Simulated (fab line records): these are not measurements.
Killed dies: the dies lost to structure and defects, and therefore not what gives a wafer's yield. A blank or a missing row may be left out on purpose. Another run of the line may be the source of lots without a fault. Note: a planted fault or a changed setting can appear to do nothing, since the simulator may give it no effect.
fab line records || flow sky130 || part 2 of 2: steps 26 to 35 of 35
record: {"lots": 5, "wafers": 15, "lastDay": 50}
route steps=708 shown CAPM@542 METAL3@555 VIA3@573
lots untouched by any fault: they come from a run of this same line in which no faults occurred
startH: hours from the record's opening day to when the first of the lot's shown wafers began || waitH: time in hours since the lot's previous step || " as in the row above || L1.1+2: a single row standing in for several wafers || - no value, or no start was given || * or withheld: withheld || < > ~ a bound
route shown NAME@n: names a module that has steps shown in the file, with the first one's number in the route || usual: average and standard deviation across the fault-free wafers || same: alike in all rows || chamber/n: place in a boat || sites: each site's reading || _std_site: how widely they spread, as a standard deviation || _edge_site: outer sites' mean less inner sites' || radiusMm: how far each site lies from the wafer's centre || mask NAME#n: copy n || behind: the last tool/chamber to shape the wafer || hold: cause of the lot's hold/its duration in hours/its outcome || device: transistor that didn't switch, given as n, p or np || end of line: the same wafers' tests at the end of the route || a step given without rows: its recipe and nothing more || killed: count of dies lost to structure and defects at first sort (not the wafer's yield) || map: the dies of a wafer, with x for killed, . for not killed, _ for no die there
set.NAME: the setting the step ran with; set.NAME@STEP: the setting that earlier step ran with || model.NAME: the simulator's own value behind a step, which no gauge read
a table for each step, a row for each wafer; lots at some steps of the route
services: from which hour (startH, from the record's first day; less than 0 if before it) a tool's chamber was out of use, for how many hours, and why
== steps ==
step: SKY_METAL3_ETCH_17
recipe: {"target": "SiO2", "stopOn": "TiN", "chemistry": "C4F8/O2/Ar", "sourceW": 1500, "biasW": 1200, "pressureMtorr": 40, "c4f8FlowSccm": "withheld", "O2_flow_sccm": 6, "Ar_flow_sccm": 300, "timeS": 3.9, "targetDepthA": 150}
usual: {"oesProductAu": "0.752/0.0064"}
{"lot.wafer": "L075.1", "tool": "rieDiel-02", "chamber": 1, "startH": 896.12, "waitH": 0.1, "oesProductAu": 0.748, "rfHoursCounterH": 3}
{"lot.wafer": "L075.4", "tool": "rieDiel-02", "chamber": 2, "startH": 896.12, "waitH": 0.1, "oesProductAu": 0.745, "rfHoursCounterH": 11}
{"lot.wafer": "L075.6", "tool": "rieDiel-02", "chamber": 1, "startH": 896.12, "waitH": 0.1, "oesProductAu": 0.764, "rfHoursCounterH": "-"}
{"lot.wafer": "L086.3", "tool": "rieDiel-02", "chamber": 3, "startH": 990.81, "waitH": 0.0, "oesProductAu": 0.746, "rfHoursCounterH": 15}
{"lot.wafer": "L086.4", "tool": "rieDiel-02", "chamber": 0, "startH": 990.81, "waitH": 0.0, "oesProductAu": 0.752, "rfHoursCounterH": 12}
{"lot.wafer": "L086.5", "tool": "rieDiel-02", "chamber": 3, "startH": 990.81, "waitH": 0.0, "oesProductAu": 0.763, "rfHoursCounterH": "-"}
{"lot.wafer": "L085.2", "tool": "rieDiel-04", "chamber": 3, "startH": 993.65, "waitH": 0.1, "oesProductAu": 0.751, "rfHoursCounterH": 19}
{"lot.wafer": "L085.3", "tool": "rieDiel-04", "chamber": 1, "startH": 993.65, "waitH": 0.1, "oesProductAu": 0.751, "rfHoursCounterH": 20}
{"lot.wafer": "L085.4", "tool": "rieDiel-04", "chamber": 0, "startH": 993.65, "waitH": 0.1, "oesProductAu": 0.758, "rfHoursCounterH": 15}
{"lot.wafer": "L088.2", "tool": "rieDiel-02", "chamber": 0, "startH": 1004.67, "waitH": 0.1, "oesProductAu": 0.753, "rfHoursCounterH": 12}
{"lot.wafer": "L088.5", "tool": "rieDiel-02", "chamber": 2, "startH": 1004.67, "waitH": 0.1, "oesProductAu": 0.745, "rfHoursCounterH": "-"}
{"lot.wafer": "L088.6", "tool": "rieDiel-02", "chamber": 3, "startH": 1004.67, "waitH": 0.1, "oesProductAu": 0.752, "rfHoursCounterH": "-"}
{"lot.wafer": "L096.2", "tool": "rieDiel-03", "chamber": 3, "startH": 1049.31, "waitH": 0.1, "oesProductAu": 0.752, "rfHoursCounterH": 5}
{"lot.wafer": "L096.3", "tool": "rieDiel-03", "chamber": 0, "startH": 1049.31, "waitH": 0.1, "oesProductAu": 0.756, "rfHoursCounterH": 15}
{"lot.wafer": "L096.5", "tool": "rieDiel-03", "chamber": 1, "startH": 1049.31, "waitH": 0.1, "oesProductAu": 0.766, "rfHoursCounterH": "-"}
step: SKY_METAL3_METAL_ETCH_18
recipe: {"targetDepthA": 8450, "stopOn": "SiO2", "overEtchFrac": 0.3, "timeS": 183.1, "chemistry": "Cl2/BCl3", "resistSidewallDeg": 88, "pressureMtorr": 10, "icpW": 900, "biasW": 48.5, "Cl2_flow_sccm": 60, "bcl3FlowSccm": 30}
usual: {"drypumpMotorCurrentA": "5.2/0.39", "oesProductAu": "0.866/0.0055", "throttleValvePct": "22.265/0.0089"}
{"lot.wafer": "L075.1", "tool": "rieMetal-03", "chamber": 1, "startH": 896.14, "waitH": 0.0, "drypumpMotorCurrentA": 5.4, "oesProductAu": 0.863, "rfHoursCounterH": 7, "throttleValvePct": 22.269}
{"lot.wafer": "L075.4", "tool": "rieMetal-03", "chamber": 1, "startH": 896.14, "waitH": 0.0, "drypumpMotorCurrentA": 5.4, "oesProductAu": 0.865, "rfHoursCounterH": "-", "throttleValvePct": 22.267}
{"lot.wafer": "L075.6", "tool": "rieMetal-03", "chamber": 0, "startH": 896.14, "waitH": 0.0, "drypumpMotorCurrentA": 4.7, "oesProductAu": 0.861, "rfHoursCounterH": "-", "throttleValvePct": 22.263}
{"lot.wafer": "L086.3", "tool": "rieMetal-03", "chamber": 1, "startH": 990.88, "waitH": 0.1, "drypumpMotorCurrentA": 5.4, "oesProductAu": 0.865, "rfHoursCounterH": "-", "throttleValvePct": 22.270}
{"lot.wafer": "L086.4", "tool": "rieMetal-03", "chamber": 0, "startH": 990.88, "waitH": 0.1, "drypumpMotorCurrentA": 4.7, "oesProductAu": 0.872, "rfHoursCounterH": "-", "throttleValvePct": 22.279}
{"lot.wafer": "L086.5", "tool": "rieMetal-03", "chamber": 1, "startH": 990.88, "waitH": 0.1, "drypumpMotorCurrentA": 5.4, "oesProductAu": 0.867, "rfHoursCounterH": "-", "throttleValvePct": 22.249}
{"lot.wafer": "L085.2", "tool": "rieMetal-03", "chamber": 1, "startH": 993.67, "waitH": 0.0, "drypumpMotorCurrentA": 5.4, "oesProductAu": 0.868, "rfHoursCounterH": 12, "throttleValvePct": 22.275}
{"lot.wafer": "L085.3", "tool": "rieMetal-03", "chamber": 0, "startH": 993.67, "waitH": 0.0, "drypumpMotorCurrentA": 4.7, "oesProductAu": 0.856, "rfHoursCounterH": "-", "throttleValvePct": 22.262}
{"lot.wafer": "L085.4", "tool": "rieMetal-03", "chamber": 1, "startH": 993.67, "waitH": 0.0, "drypumpMotorCurrentA": 5.4, "oesProductAu": 0.868, "rfHoursCounterH": "-", "throttleValvePct": 22.261}
{"lot.wafer": "L088.2", "tool": "rieMetal-01", "chamber": 1, "startH": 1004.69, "waitH": 0.0, "drypumpMotorCurrentA": 4.7, "oesProductAu": 0.866, "rfHoursCounterH": 2, "throttleValvePct": 22.270}
{"lot.wafer": "L088.5", "tool": "rieMetal-01", "chamber": 1, "startH": 1004.69, "waitH": 0.0, "drypumpMotorCurrentA": 4.7, "oesProductAu": 0.863, "rfHoursCounterH": "-", "throttleValvePct": 22.253}
{"lot.wafer": "L088.6", "tool": "rieMetal-01", "chamber": 0, "startH": 1004.69, "waitH": 0.0, "drypumpMotorCurrentA": 5.3, "oesProductAu": 0.863, "rfHoursCounterH": "-", "throttleValvePct": 22.270}
{"lot.wafer": "L096.2", "tool": "rieMetal-01", "chamber": 1, "startH": 1049.33, "waitH": 0.0, "drypumpMotorCurrentA": 4.7, "oesProductAu": 0.862, "rfHoursCounterH": 6, "throttleValvePct": 22.254}
{"lot.wafer": "L096.3", "tool": "rieMetal-01", "chamber": 0, "startH": 1049.33, "waitH": 0.0, "drypumpMotorCurrentA": 5.3, "oesProductAu": 0.862, "rfHoursCounterH": "-", "throttleValvePct": 22.265}
{"lot.wafer": "L096.5", "tool": "rieMetal-01", "chamber": 1, "startH": 1049.33, "waitH": 0.0, "drypumpMotorCurrentA": 4.7, "oesProductAu": 0.865, "rfHoursCounterH": "-", "throttleValvePct": 22.249}
step: SKY_METAL3_STRIP_19
recipe: {"chemistry": "O2/N2", "powerW": 1400, "pressureMtorr": 1500, "platenTempC": "withheld", "o2FlowSccm": 3000, "n2FlowSccm": 300, "overashFraction": 0.5}
usual: {"drypumpMotorCurrentA": "5.3/0.45", "n2FlowSccm": "300.2/0.87", "oesProductAu": "0.503/0.005", "stripTimeToEndpointS": "6.55/0.081"}
{"lot.wafer": "L075.1", "tool": "plasmaAsher-04", "chamber": 0, "startH": 896.31, "waitH": 0.1, "drypumpMotorCurrentA": 5.7, "n2FlowSccm": 300.0, "oesProductAu": 0.499, "rfHoursCounterH": 47, "stripTimeToEndpointS": 6.53}
{"lot.wafer": "L075.4", "tool": "plasmaAsher-04", "chamber": 1, "startH": 896.31, "waitH": 0.1, "drypumpMotorCurrentA": 5.2, "n2FlowSccm": 299.7, "oesProductAu": 0.503, "rfHoursCounterH": "-", "stripTimeToEndpointS": 6.48}
{"lot.wafer": "L075.6", "tool": "plasmaAsher-04", "chamber": 1, "startH": 896.31, "waitH": 0.1, "drypumpMotorCurrentA": 5.2, "n2FlowSccm": 299.5, "oesProductAu": 0.510, "rfHoursCounterH": "-", "stripTimeToEndpointS": 6.53}
{"lot.wafer": "L086.3", "tool": "plasmaAsher-03", "chamber": 0, "startH": 991.04, "waitH": 0.1, "drypumpMotorCurrentA": 4.9, "n2FlowSccm": 300.2, "oesProductAu": 0.507, "rfHoursCounterH": "-", "stripTimeToEndpointS": 6.40}
{"lot.wafer": "L086.4", "tool": "plasmaAsher-03", "chamber": 1, "startH": 991.04, "waitH": 0.1, "drypumpMotorCurrentA": 4.9, "n2FlowSccm": 300.8, "oesProductAu": 0.499, "rfHoursCounterH": "-", "stripTimeToEndpointS": 6.46}
{"lot.wafer": "L086.5", "tool": "plasmaAsher-03", "chamber": 1, "startH": 991.04, "waitH": 0.1, "drypumpMotorCurrentA": 4.9, "n2FlowSccm": 301.1, "oesProductAu": 0.503, "rfHoursCounterH": "-", "stripTimeToEndpointS": 6.45}
{"lot.wafer": "L085.2", "tool": "plasmaAsher-01", "chamber": 1, "startH": 993.85, "waitH": 0.1, "drypumpMotorCurrentA": 4.9, "n2FlowSccm": 300.0, "oesProductAu": 0.490, "rfHoursCounterH": 23, "stripTimeToEndpointS": 6.47}
{"lot.wafer": "L085.3", "tool": "plasmaAsher-01", "chamber": 1, "startH": 993.85, "waitH": 0.1, "drypumpMotorCurrentA": 4.9, "n2FlowSccm": 299.8, "oesProductAu": 0.506, "rfHoursCounterH": "-", "stripTimeToEndpointS": 6.47}
{"lot.wafer": "L085.4", "tool": "plasmaAsher-01", "chamber": 0, "startH": 993.85, "waitH": 0.1, "drypumpMotorCurrentA": 6.0, "n2FlowSccm": 301.3, "oesProductAu": 0.505, "rfHoursCounterH": "-", "stripTimeToEndpointS": 6.44}
{"lot.wafer": "L088.2", "tool": "plasmaAsher-01", "chamber": 0, "startH": 1004.86, "waitH": 0.1, "drypumpMotorCurrentA": 6.0, "n2FlowSccm": 299.2, "oesProductAu": 0.510, "rfHoursCounterH": 24, "stripTimeToEndpointS": 6.66}
{"lot.wafer": "L088.5", "tool": "plasmaAsher-01", "chamber": 0, "startH": 1004.86, "waitH": 0.1, "drypumpMotorCurrentA": 6.0, "n2FlowSccm": 299.4, "oesProductAu": 0.502, "rfHoursCounterH": "-", "stripTimeToEndpointS": 6.63}
{"lot.wafer": "L088.6", "tool": "plasmaAsher-01", "chamber": 1, "startH": 1004.86, "waitH": 0.1, "drypumpMotorCurrentA": 5.0, "n2FlowSccm": 299.0, "oesProductAu": 0.499, "rfHoursCounterH": "-", "stripTimeToEndpointS": 6.56}
{"lot.wafer": "L096.2", "tool": "plasmaAsher-01", "chamber": 0, "startH": 1049.50, "waitH": 0.1, "drypumpMotorCurrentA": 6.0, "n2FlowSccm": 301.3, "oesProductAu": 0.509, "rfHoursCounterH": 28, "stripTimeToEndpointS": 6.71}
{"lot.wafer": "L096.3", "tool": "plasmaAsher-01", "chamber": 1, "startH": 1049.50, "waitH": 0.1, "drypumpMotorCurrentA": 5.0, "n2FlowSccm": 299.4, "oesProductAu": 0.506, "rfHoursCounterH": "-", "stripTimeToEndpointS": 6.65}
{"lot.wafer": "L096.5", "tool": "plasmaAsher-01", "chamber": 0, "startH": 1049.50, "waitH": 0.1, "drypumpMotorCurrentA": 6.0, "n2FlowSccm": 300.8, "oesProductAu": 0.503, "rfHoursCounterH": "-", "stripTimeToEndpointS": 6.70}
step: SKY_METAL3_STRIP_20
recipe: {"chemistry": "postEtchResidueRemover", "timeS": 1200, "tempC": 72.5}
usual: {"bathGuardTempC": "72.5/0.4"}
{"lot.wafer": "L075.1", "tool": "wetBench-02", "chamber": 2, "startH": 896.41, "waitH": 0.1, "bathGuardTempC": 73.0}
{"lot.wafer": "L075.4", "tool": "wetBench-02", "chamber": 2, "startH": 896.41, "waitH": 0.1, "bathGuardTempC": 73.0}
{"lot.wafer": "L075.6", "tool": "wetBench-02", "chamber": 2, "startH": 896.41, "waitH": 0.1, "bathGuardTempC": 72.5}
{"lot.wafer": "L086.3", "tool": "wetBench-02", "chamber": 0, "startH": 991.10, "waitH": 0.0, "bathGuardTempC": 72.9}
{"lot.wafer": "L086.4", "tool": "wetBench-02", "chamber": 0, "startH": 991.10, "waitH": 0.0, "bathGuardTempC": 73.1}
{"lot.wafer": "L086.5", "tool": "wetBench-02", "chamber": 0, "startH": 991.10, "waitH": 0.0, "bathGuardTempC": 73.0}
{"lot.wafer": "L085.2", "tool": "wetBench-04", "chamber": 2, "startH": 993.95, "waitH": 0.1, "bathGuardTempC": 72.3}
{"lot.wafer": "L085.3", "tool": "wetBench-04", "chamber": 2, "startH": 993.95, "waitH": 0.1, "bathGuardTempC": 72.7}
{"lot.wafer": "L085.4", "tool": "wetBench-04", "chamber": 2, "startH": 993.95, "waitH": 0.1, "bathGuardTempC": 72.3}
{"lot.wafer": "L088.2", "tool": "wetBench-03", "chamber": 1, "startH": 1004.96, "waitH": 0.1, "bathGuardTempC": 72.5}
{"lot.wafer": "L088.5", "tool": "wetBench-03", "chamber": 1, "startH": 1004.96, "waitH": 0.1, "bathGuardTempC": 72.0}
{"lot.wafer": "L088.6", "tool": "wetBench-03", "chamber": 1, "startH": 1004.96, "waitH": 0.1, "bathGuardTempC": 71.8}
{"lot.wafer": "L096.2", "tool": "wetBench-02", "chamber": 0, "startH": 1049.60, "waitH": 0.1, "bathGuardTempC": 72.9}
{"lot.wafer": "L096.3", "tool": "wetBench-02", "chamber": 0, "startH": 1049.60, "waitH": 0.1, "bathGuardTempC": 72.9}
{"lot.wafer": "L096.5", "tool": "wetBench-02", "chamber": 0, "startH": 1049.60, "waitH": 0.1, "bathGuardTempC": 72.6}
step: SKY_METAL3_CLEAN_21
recipe: {"chemistry": "IPA", "timeS": 180, "tempC": 25}
{"lot.wafer": "L075.1+4+6", "tool": "wetBench-03", "chamber": 2, "startH": 896.79, "waitH": 0.0}
{"lot.wafer": "L086.3+4+5", "tool": "wetBench-04", "chamber": 0, "startH": 991.44, "waitH": 0.0}
{"lot.wafer": "L085.2+3+4", "tool": "wetBench-02", "chamber": 1, "startH": 994.35, "waitH": 0.0}
{"lot.wafer": "L088.2+5+6", "tool": "wetBench-04", "chamber": 2, "startH": 1005.31, "waitH": 0.0}
{"lot.wafer": "L096.2+3+5", "tool": "wetBench-04", "chamber": 1, "startH": 1049.98, "waitH": 0.0}
step: SKY_METAL3_CLEAN_22
recipe: {"chemistry": "O3/DIW", "dry": "n2Spin"}
{"lot.wafer": "L075.1+4+6", "tool": "wetBench-02", "chamber": 1, "startH": 896.84, "waitH": 0.0}
{"lot.wafer": "L086.3+4+5", "tool": "wetBench-03", "chamber": 3, "startH": 991.51, "waitH": 0.0}
{"lot.wafer": "L085.2+3+4", "tool": "wetBench-04", "chamber": 0, "startH": 994.41, "waitH": 0.0}
{"lot.wafer": "L088.2+5+6", "tool": "wetBench-03", "chamber": 2, "startH": 1005.37, "waitH": 0.0}
{"lot.wafer": "L096.2+3+5", "tool": "wetBench-03", "chamber": 2, "startH": 1050.03, "waitH": 0.0}
step: SKY_VIA3_HDPCVD_00
recipe: {"material": "SiO2", "targetThkNm": 1635, "sigmaOpenFrac": 0.3, "timeS": 272.5, "tempC": 400, "sih4FlowSccm": 60, "pressureMtorr": 6}
{"lot.wafer": "L075.1+4+6", "tool": "hdpcvd-01", "chamber": "0,0,1", "startH": 896.94, "waitH": 0.0}
{"lot.wafer": "L086.3+4+5", "tool": "hdpcvd-02", "chamber": "0,1,2", "startH": 991.60, "waitH": 0.0}
{"lot.wafer": "L085.2+3+4", "tool": "hdpcvd-02", "chamber": "2,1,0", "startH": 994.52, "waitH": 0.0}
{"lot.wafer": "L088.2+5+6", "tool": "hdpcvd-02", "chamber": "1,0,1", "startH": 1005.46, "waitH": 0.0}
{"lot.wafer": "L096.2+3+5", "tool": "hdpcvd-02", "chamber": "0,1,2", "startH": 1050.13, "waitH": 0.0}
step: SKY_VIA3_THK_MEAS_01
recipe: {"reads": "SiO2_of_VIA3_HDPCVD_00"}
usual: {"VIA3_HDPCVD_THK": "1632/14"}
{"lot.wafer": "L075.1", "tool": "filmMetro-02", "chamber": "-", "startH": 897.11, "waitH": 0.1, "VIA3_HDPCVD_THK[nm]": 1630}
{"lot.wafer": "L075.4", "tool": "filmMetro-02", "chamber": "-", "startH": 897.11, "waitH": 0.1, "VIA3_HDPCVD_THK[nm]": 1651}
{"lot.wafer": "L075.6", "tool": "filmMetro-02", "chamber": "-", "startH": 897.11, "waitH": 0.1, "VIA3_HDPCVD_THK[nm]": 1611}
{"lot.wafer": "L086.3", "tool": "filmMetro-01", "chamber": "-", "startH": 991.79, "waitH": 0.1, "VIA3_HDPCVD_THK[nm]": 1664}
{"lot.wafer": "L086.4", "tool": "filmMetro-01", "chamber": "-", "startH": 991.79, "waitH": 0.1, "VIA3_HDPCVD_THK[nm]": 1654}
{"lot.wafer": "L086.5", "tool": "filmMetro-01", "chamber": "-", "startH": 991.79, "waitH": 0.1, "VIA3_HDPCVD_THK[nm]": 1649}
{"lot.wafer": "L085.2", "tool": "filmMetro-02", "chamber": "-", "startH": 994.70, "waitH": 0.1, "VIA3_HDPCVD_THK[nm]": 1644}
{"lot.wafer": "L085.3", "tool": "filmMetro-02", "chamber": "-", "startH": 994.70, "waitH": 0.1, "VIA3_HDPCVD_THK[nm]": 1636}
{"lot.wafer": "L085.4", "tool": "filmMetro-02", "chamber": "-", "startH": 994.70, "waitH": 0.1, "VIA3_HDPCVD_THK[nm]": 1646}
{"lot.wafer": "L088.2", "tool": "filmMetro-02", "chamber": "-", "startH": 1005.64, "waitH": 0.1, "VIA3_HDPCVD_THK[nm]": 1624}
{"lot.wafer": "L088.5", "tool": "filmMetro-02", "chamber": "-", "startH": 1005.64, "waitH": 0.1, "VIA3_HDPCVD_THK[nm]": 1635}
{"lot.wafer": "L088.6", "tool": "filmMetro-02", "chamber": "-", "startH": 1005.64, "waitH": 0.1, "VIA3_HDPCVD_THK[nm]": 1623}
{"lot.wafer": "L096.2", "tool": "filmMetro-04", "chamber": "-", "startH": 1050.30, "waitH": 0.1, "VIA3_HDPCVD_THK[nm]": 1644}
{"lot.wafer": "L096.3", "tool": "filmMetro-04", "chamber": "-", "startH": 1050.30, "waitH": 0.1, "VIA3_HDPCVD_THK[nm]": 1627}
{"lot.wafer": "L096.5", "tool": "filmMetro-04", "chamber": "-", "startH": 1050.30, "waitH": 0.1, "VIA3_HDPCVD_THK[nm]": 1621}
step: SKY_VIA3_CMP_02
recipe: {"material": "SiO2", "downForcePsi": 4, "platenRpm": 60, "padVelocityMS": 0.94248}
usual: {"motorCurrentA": "11.2/1.1", "retainingRingPressureFrac": "0.999/0.0048", "slurryFilterDpKPa": "13.50/0.14"}
{"lot.wafer": "L075.4", "tool": "cmp-01", "chamber": 0, "startH": 897.17, "waitH": 0.0, "motorCurrentA": 12.6, "retainingRingPressureFrac": 1.007, "slurryFilterDpKPa": 13.58}
{"lot.wafer": "L075.1", "tool": "cmp-01", "chamber": 1, "startH": 897.17, "waitH": 0.0, "motorCurrentA": 10.8, "retainingRingPressureFrac": 1.000, "slurryFilterDpKPa": 13.32}
{"lot.wafer": "L075.6", "tool": "cmp-01", "chamber": 0, "startH": 897.17, "waitH": 0.0, "motorCurrentA": 12.8, "retainingRingPressureFrac": 1.007, "slurryFilterDpKPa": 13.35}
{"lot.wafer": "L086.4", "tool": "cmp-01", "chamber": 0, "startH": 991.88, "waitH": 0.1, "motorCurrentA": 13.6, "retainingRingPressureFrac": 0.998, "slurryFilterDpKPa": 13.50}
{"lot.wafer": "L086.3", "tool": "cmp-01", "chamber": 1, "startH": 991.88, "waitH": 0.1, "motorCurrentA": 11.0, "retainingRingPressureFrac": 0.998, "slurryFilterDpKPa": 13.47}
{"lot.wafer": "L086.5", "tool": "cmp-01", "chamber": 3, "startH": 991.88, "waitH": 0.1, "motorCurrentA": 11.4, "retainingRingPressureFrac": 1.000, "slurryFilterDpKPa": 13.48}
{"lot.wafer": "L085.3", "tool": "cmp-01", "chamber": 2, "startH": 994.75, "waitH": 0.0, "motorCurrentA": 8.8, "retainingRingPressureFrac": 1.007, "slurryFilterDpKPa": 13.55}
{"lot.wafer": "L085.2", "tool": "cmp-01", "chamber": 3, "startH": 994.75, "waitH": 0.0, "motorCurrentA": 11.4, "retainingRingPressureFrac": 0.994, "slurryFilterDpKPa": 13.31}
{"lot.wafer": "L085.4", "tool": "cmp-01", "chamber": 0, "startH": 994.75, "waitH": 0.0, "motorCurrentA": 13.5, "retainingRingPressureFrac": 0.995, "slurryFilterDpKPa": 13.70}
{"lot.wafer": "L088.2", "tool": "cmp-01", "chamber": 3, "startH": 1005.84, "waitH": 0.2, "motorCurrentA": 11.0, "retainingRingPressureFrac": 1.002, "slurryFilterDpKPa": 13.59}
{"lot.wafer": "L088.5", "tool": "cmp-01", "chamber": 0, "startH": 1005.84, "waitH": 0.2, "motorCurrentA": 13.2, "retainingRingPressureFrac": 0.993, "slurryFilterDpKPa": 13.38}
{"lot.wafer": "L088.6", "tool": "cmp-01", "chamber": 1, "startH": 1005.84, "waitH": 0.2, "motorCurrentA": 11.4, "retainingRingPressureFrac": 1.002, "slurryFilterDpKPa": 13.29}
{"lot.wafer": "L096.2", "tool": "cmp-02", "chamber": 1, "startH": 1050.35, "waitH": 0.0, "motorCurrentA": 11.1, "retainingRingPressureFrac": 1.001, "slurryFilterDpKPa": 13.53}
{"lot.wafer": "L096.3", "tool": "cmp-02", "chamber": 0, "startH": 1050.35, "waitH": 0.0, "motorCurrentA": 10.2, "retainingRingPressureFrac": 1.001, "slurryFilterDpKPa": 13.65}
{"lot.wafer": "L096.5", "tool": "cmp-02", "chamber": 1, "startH": 1050.35, "waitH": 0.0, "motorCurrentA": 10.6, "retainingRingPressureFrac": 0.995, "slurryFilterDpKPa": 13.55}
step: SKY_VIA3_BOW_MEAS_03
recipe: {"mode": "bow"}
usual: {"VIA3_BOW": "79/7.5"}
{"lot.wafer": "L075.1", "tool": "filmMetro-02", "chamber": "-", "startH": 897.47, "waitH": 0.2, "VIA3_BOW[um]": 77}
{"lot.wafer": "L075.4", "tool": "filmMetro-02", "chamber": "-", "startH": 897.47, "waitH": 0.2, "VIA3_BOW[um]": 70}
{"lot.wafer": "L075.6", "tool": "filmMetro-02", "chamber": "-", "startH": 897.47, "waitH": 0.2, "VIA3_BOW[um]": 78}
{"lot.wafer": "L086.3", "tool": "filmMetro-01", "chamber": "-", "startH": 992.17, "waitH": 0.2, "VIA3_BOW[um]": 84}
{"lot.wafer": "L086.4", "tool": "filmMetro-01", "chamber": "-", "startH": 992.17, "waitH": 0.2, "VIA3_BOW[um]": 74}
{"lot.wafer": "L086.5", "tool": "filmMetro-01", "chamber": "-", "startH": 992.17, "waitH": 0.2, "VIA3_BOW[um]": 73}
{"lot.wafer": "L085.2", "tool": "filmMetro-02", "chamber": "-", "startH": 995.07, "waitH": 0.2, "VIA3_BOW[um]": 69}
{"lot.wafer": "L085.3", "tool": "filmMetro-02", "chamber": "-", "startH": 995.07, "waitH": 0.2, "VIA3_BOW[um]": 77}
{"lot.wafer": "L085.4", "tool": "filmMetro-02", "chamber": "-", "startH": 995.07, "waitH": 0.2, "VIA3_BOW[um]": 73}
{"lot.wafer": "L088.2", "tool": "filmMetro-01", "chamber": "-", "startH": 1006.01, "waitH": 0.1, "VIA3_BOW[um]": 87}
{"lot.wafer": "L088.5", "tool": "filmMetro-01", "chamber": "-", "startH": 1006.01, "waitH": 0.1, "VIA3_BOW[um]": 90}
{"lot.wafer": "L088.6", "tool": "filmMetro-01", "chamber": "-", "startH": 1006.01, "waitH": 0.1, "VIA3_BOW[um]": 94}
{"lot.wafer": "L096.2", "tool": "filmMetro-04", "chamber": "-", "startH": 1050.67, "waitH": 0.3, "VIA3_BOW[um]": 74}
{"lot.wafer": "L096.3", "tool": "filmMetro-04", "chamber": "-", "startH": 1050.67, "waitH": 0.3, "VIA3_BOW[um]": 74}
{"lot.wafer": "L096.5", "tool": "filmMetro-04", "chamber": "-", "startH": 1050.67, "waitH": 0.3, "VIA3_BOW[um]": 96}
== services ==
{"tool": "ilineStepper-01", "chamber": "-", "startH": 832.47, "hours": 1.7, "kind": "pm"}
{"tool": "rieDiel-02", "chamber": 1, "startH": 833.92, "hours": 10.2, "kind": "repair"}
{"tool": "krfScanner-02", "chamber": "-", "startH": 835.42, "hours": 1.0, "kind": "pm"}
{"tool": "hdpcvd-02", "chamber": "-", "startH": 842.80, "hours": 6.0, "kind": "pm"}
{"tool": "plasmaAsher-01", "chamber": "-", "startH": 849.03, "hours": 28.1, "kind": "pm"}
{"tool": "rieMetal-03", "chamber": "-", "startH": 859.10, "hours": 1.4, "kind": "pm"}
{"tool": "hdpcvd-02", "chamber": "-", "startH": 874.85, "hours": 6.4, "kind": "repair"}
{"tool": "cmp-01", "chamber": "-", "startH": 894.05, "hours": 0.2, "kind": "repair"}
{"tool": "ilineStepper-01", "chamber": "-", "startH": 896.73, "hours": 0.6, "kind": "repair"}
{"tool": "cmp-01", "chamber": "-", "startH": 912.13, "hours": 4.0, "kind": "pm"}
{"tool": "rieDiel-02", "chamber": 3, "startH": 923.00, "hours": 10.9, "kind": "repair"}
{"tool": "rieMetal-03", "chamber": "-", "startH": 927.07, "hours": 0.5, "kind": "repair"}
{"tool": "cmp-01", "chamber": "-", "startH": 928.51, "hours": 1.8, "kind": "repair"}
{"tool": "ilineStepper-01", "chamber": "-", "startH": 936.49, "hours": 1.1, "kind": "repair"}
{"tool": "krfScanner-02", "chamber": "-", "startH": 948.06, "hours": 0.3, "kind": "repair"}
{"tool": "ilineStepper-01", "chamber": "-", "startH": 952.92, "hours": 1.3, "kind": "repair"}
{"tool": "cmp-01", "chamber": "-", "startH": 956.91, "hours": 4.2, "kind": "pm"}
{"tool": "krfScanner-02", "chamber": "-", "startH": 959.99, "hours": 0.8, "kind": "pm"}
{"tool": "cmp-01", "chamber": "-", "startH": 965.56, "hours": 3.6, "kind": "repair"}
{"tool": "wetBench-03", "chamber": "-", "startH": 970.74, "hours": 0.9, "kind": "repair"}
{"tool": "rieMetal-04", "chamber": 1, "startH": 986.03, "hours": 9.3, "kind": "repair"}
{"tool": "krfScanner-02", "chamber": "-", "startH": 1004.42, "hours": 1.0, "kind": "pm"}
{"tool": "krfScanner-02", "chamber": "-", "startH": 1006.17, "hours": 1.3, "kind": "pm"}
{"tool": "krfScanner-02", "chamber": "-", "startH": 1013.67, "hours": 4.0, "kind": "pm"}
